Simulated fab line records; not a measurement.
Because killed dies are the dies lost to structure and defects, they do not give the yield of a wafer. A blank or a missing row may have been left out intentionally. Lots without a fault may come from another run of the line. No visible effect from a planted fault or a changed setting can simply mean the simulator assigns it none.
fab line records ; flow gf180mcu
[record] lots = 13; wafers = 39; last-day = 34
route steps=602 shown DNWELL@36 M1@330 V1@340
lots that met no fault: taken from a fault-free run of the same line
start-h: hours from the record's opening day to when the first of the lot's shown wafers began ; wait-h: time in hours since the lot's previous step ; " repeats the value in the row above ; L1.1+2: a row that stands for several wafers ; - either no value or no given start ; * or withheld: withheld ; < > ~ a bound
route shown NAME@n: names a module that has steps shown in the file, with the first one's number in the route ; usual: mean/standard deviation of fault-free wafers ; same: alike in all rows ; chamber/n: place in a boat ; sites: each site's reading ; _std_site: standard deviation across them ; _edge_site: inner sites' mean taken away from outer sites' mean ; radius-mm: for every site, how far away it sits from the centre of the wafer ; mask NAME#n: copy n ; behind: the most recent tool/chamber to have shaped the wafer ; hold: the reason the lot was held/the length of the hold in hours/how it ended ; device: the n, p or np transistor that did not switch ; end of line: the tests these same wafers got at the end of their route ; a step without rows: its recipe alone ; killed: dies that structure and defects cost at the first sort, which is not the same as the wafer's yield ; map: a wafer's dies, x killed, . not, _ none there
set.NAME: the setting as run; set.NAME@STEP: as run at that earlier step ; model.NAME: the simulator's own value behind a step, which no gauge read
route steps across a sampled set of lots; one table per step, one row per wafer
services: when a tool's chamber went out of use (start-h, in hours from the record's first day, below 0 if earlier), for how many hours, and the reason
[[steps]]
[step GF_DNWELL_EXPOSE_04]
[recipe] mask-id = DNWELL; target-cd-nm = 1700; na = 0.6; source-shape = conventional; sigma-outer = 0.6; dose-mj = 260
lot.wafer;tool;chamber;start-h;wait-h;mask
L573.1+3+5;iline-stepper-02;0;38.66;-;DNWELL#0
L576.1+3+4;iline-stepper-01;0;51.96;-;DNWELL#0
L577.1+2+5;iline-stepper-02;0;57.37;-;DNWELL#0
L578.1+3+4;iline-stepper-02;0;62.50;-;DNWELL_R1#0
L586.1+2+4;iline-stepper-02;0;104.30;-;DNWELL#0
L587.1+2+4;iline-stepper-02;0;111.23;-;DNWELL#0
L588.3+4+6;iline-stepper-01;0;116.24;-;DNWELL#0
L591.1+2+3;iline-stepper-02;0;130.58;-;DNWELL#0
L592.2+3+6;iline-stepper-02;0;137.22;-;DNWELL#0
L593.1+2+4;iline-stepper-01;0;140.85;-;DNWELL#0
L594.3+4+6;iline-stepper-01;0;147.59;-;DNWELL#0
L595.3+4+5;iline-stepper-02;0;152.39;-;DNWELL#0
L596.1+5+6;iline-stepper-02;0;157.15;-;DNWELL#0
[step GF_M1_OVL_MEAS_15]
[usual] M1_OVL = 0/4.7
lot.wafer;tool;chamber;start-h;wait-h;M1_OVL[nm]
L573.1;overlay-01;-;390.88;0.1;-1
L573.3;overlay-01;-;390.88;0.1;-1
L573.5;overlay-01;-;390.88;0.1;5
L576.1;overlay-02;-;412.22;0.1;2
L576.3;overlay-02;-;412.22;0.1;-4
L576.4;overlay-02;-;412.22;0.1;-2
L577.1;overlay-02;-;424.82;0.1;-3
L577.2;overlay-02;-;424.82;0.1;-1
L577.5;overlay-02;-;424.82;0.1;-6
L578.1;overlay-02;-;432.44;0.1;-2
L578.3;overlay-02;-;432.44;0.1;4
L578.4;overlay-02;-;432.44;0.1;-4
L586.1;overlay-02;-;507.13;0.1;-5
L586.2;overlay-02;-;507.13;0.1;-6
L586.4;overlay-02;-;507.13;0.1;0
L587.1;overlay-01;-;512.78;0.1;10
L587.2;overlay-01;-;512.78;0.1;10
L587.4;overlay-01;-;512.78;0.1;6
L588.3;overlay-01;-;521.74;0.1;0
L588.4;overlay-01;-;521.74;0.1;-1
L588.6;overlay-01;-;521.74;0.1;0
L591.1;overlay-01;-;540.53;0.1;-1
L591.2;overlay-01;-;540.53;0.1;-5
L591.3;overlay-01;-;540.53;0.1;-4
L592.2;overlay-01;-;557.75;0.1;3
L592.3;overlay-01;-;557.75;0.1;-5
L592.6;overlay-01;-;557.75;0.1;-6
L593.1;overlay-02;-;560.07;0.1;4
L593.2;overlay-02;-;560.07;0.1;-2
L593.4;overlay-02;-;560.07;0.1;-1
L594.3;overlay-01;-;567.34;0.1;1
L594.4;overlay-01;-;567.34;0.1;3
L594.6;overlay-01;-;567.34;0.1;0
L595.3;overlay-01;-;578.25;0.1;0
L595.4;overlay-01;-;578.25;0.1;-9
L595.5;overlay-01;-;578.25;0.1;-4
L596.1;overlay-02;-;585.03;0.1;1
L596.5;overlay-02;-;585.03;0.1;4
L596.6;overlay-02;-;585.03;0.1;6
[step GF_V1_BOW_MEAS_05]
[recipe] mode = bow
[usual] V1_BOW = 82/7.2
lot.wafer;tool;chamber;start-h;wait-h;V1_BOW[um]
L573.1;film-metro-01;-;392.16;0.2;83
L573.3;film-metro-01;-;392.16;0.2;93
L573.5;film-metro-01;-;392.16;0.2;87
L576.1;film-metro-02;-;413.51;0.2;87
L576.3;film-metro-02;-;413.51;0.2;61
L576.4;film-metro-02;-;413.51;0.2;85
L577.1;film-metro-01;-;426.10;0.2;80
L577.2;film-metro-01;-;426.10;0.2;82
L577.5;film-metro-01;-;426.10;0.2;83
L578.1;film-metro-04;-;433.69;0.1;74
L578.3;film-metro-04;-;433.69;0.1;71
L578.4;film-metro-04;-;433.69;0.1;82
L586.1;film-metro-01;-;508.44;0.1;72
L586.2;film-metro-01;-;508.44;0.1;75
L586.4;film-metro-01;-;508.44;0.1;71
L587.1;film-metro-04;-;514.04;0.1;76
L587.2;film-metro-04;-;514.04;0.1;91
L587.4;film-metro-04;-;514.04;0.1;76
L588.3;film-metro-01;-;523.03;0.2;79
L588.4;film-metro-01;-;523.03;0.2;86
L588.6;film-metro-01;-;523.03;0.2;83
L591.1;film-metro-04;-;541.78;0.1;92
L591.2;film-metro-04;-;541.78;0.1;94
L591.3;film-metro-04;-;541.78;0.1;78
L592.2;film-metro-02;-;559.07;0.2;82
L592.3;film-metro-02;-;559.07;0.2;86
L592.6;film-metro-02;-;559.07;0.2;88
L593.1;film-metro-02;-;561.40;0.1;69
L593.2;film-metro-02;-;561.40;0.1;84
L593.4;film-metro-02;-;561.40;0.1;80
L594.3;film-metro-04;-;568.68;0.2;88
L594.4;film-metro-04;-;568.68;0.2;98
L594.6;film-metro-04;-;568.68;0.2;78
L595.3;film-metro-02;-;579.56;0.2;75
L595.4;film-metro-02;-;579.56;0.2;77
L595.5;film-metro-02;-;579.56;0.2;82
L596.1;film-metro-04;-;586.34;0.2;81
L596.5;film-metro-04;-;586.34;0.2;81
L596.6;film-metro-04;-;586.34;0.2;81
[step GF_V1_CD_MEAS_14]
[recipe] target-cd-nm = 260
[usual] cd-nm = 259.7/1.3
lot.wafer;tool;chamber;start-h;wait-h;cd-nm
L573.1;cd-sem-02;-;415.26;0.1;260.7
L573.3;cd-sem-02;-;415.26;0.1;260.5
L573.5;cd-sem-02;-;415.26;0.1;261.3
L576.1;cd-sem-02;-;437.31;0.1;261.2
L576.3;cd-sem-02;-;437.31;0.1;261.1
L576.4;cd-sem-02;-;437.31;0.1;261.2
L577.1;cd-sem-01;-;450.80;0.1;258.2
L577.2;cd-sem-01;-;450.80;0.1;257.7
L577.5;cd-sem-01;-;450.80;0.1;258.5
L578.1;cd-sem-02;-;458.40;0.1;261.0
L578.3;cd-sem-02;-;458.40;0.1;261.5
L578.4;cd-sem-02;-;458.40;0.1;261.7
L586.1;cd-sem-02;-;531.32;0.1;258.3
L586.2;cd-sem-02;-;531.32;0.1;258.1
L586.4;cd-sem-02;-;531.32;0.1;258.6
L587.1;cd-sem-02;-;536.40;0.1;258.8
L587.2;cd-sem-02;-;536.40;0.1;258.9
L587.4;cd-sem-02;-;536.40;0.1;259.9
L588.3;cd-sem-01;-;546.40;0.1;260.2
L588.4;cd-sem-01;-;546.40;0.1;260.5
L588.6;cd-sem-01;-;546.40;0.1;259.2
L591.1;cd-sem-02;-;563.92;0.1;259.4
L591.2;cd-sem-02;-;563.92;0.1;260.7
L591.3;cd-sem-02;-;563.92;0.1;259.7
L592.2;cd-sem-01;-;581.17;0.1;260.5
L592.3;cd-sem-01;-;581.17;0.1;259.5
L592.6;cd-sem-01;-;581.17;0.1;258.9
L593.1;cd-sem-01;-;583.42;0.1;261.5
L593.2;cd-sem-01;-;583.42;0.1;260.2
L593.4;cd-sem-01;-;583.42;0.1;261.9
L594.3;cd-sem-01;-;590.50;0.1;262.2
L594.4;cd-sem-01;-;590.50;0.1;262.1
L594.6;cd-sem-01;-;590.50;0.1;261.5
L595.3;cd-sem-02;-;600.49;0.1;260.1
L595.4;cd-sem-02;-;600.49;0.1;259.3
L595.5;cd-sem-02;-;600.49;0.1;260.7
L596.1;cd-sem-02;-;607.45;0.1;257.3
L596.5;cd-sem-02;-;607.45;0.1;257.7
L596.6;cd-sem-02;-;607.45;0.1;258.0
[[services]]
tool;chamber;start-h;hours;kind
iline-stepper-01;-;53.62;8.9;pm
iline-stepper-02;-;69.16;1.7;pm
iline-stepper-02;0;81.02;-;calibration
iline-stepper-02;-;83.67;10.4;repair
iline-stepper-02;-;92.22;0.7;repair
iline-stepper-01;-;148.41;8.9;repair
iline-stepper-01;0;154.91;-;calibration
[[key]]
[first-sign] step = GF_DNWELL_EXPOSE_04; reading = mask; direction = changed
effect none on later readings
met-at GF_DNWELL_EXPOSE_04
struck-lots L578
sort-left-out L578.1,L578.3,L578.4
tester-left-out L578
not-acting-at GF_M1_OVL_MEAS_15,GF_V1_BOW_MEAS_05,GF_V1_CD_MEAS_14
onset-between 57.37 62.50
[fault] kind = wrong-mask; tool = any; chamber = -; onset-h = 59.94; steps = GF_DNWELL_EXPOSE_04; aux-copy = DNWELL_R1#0; cd-offset-nm = 255; scope = struck-lots-only
// tester-left-out: of these lots the tester's yield and bins aren't shown, on N5 and GAA mostly nor the transistor test; their killed dies are dies lost to structure and defects alone, not to doping, threshold or leakage, so they don't give the yield
// sort-left-out: the simulated sort isn't trusted on such a fault, so these wafers' sort isn't shown, and their yield isn't known
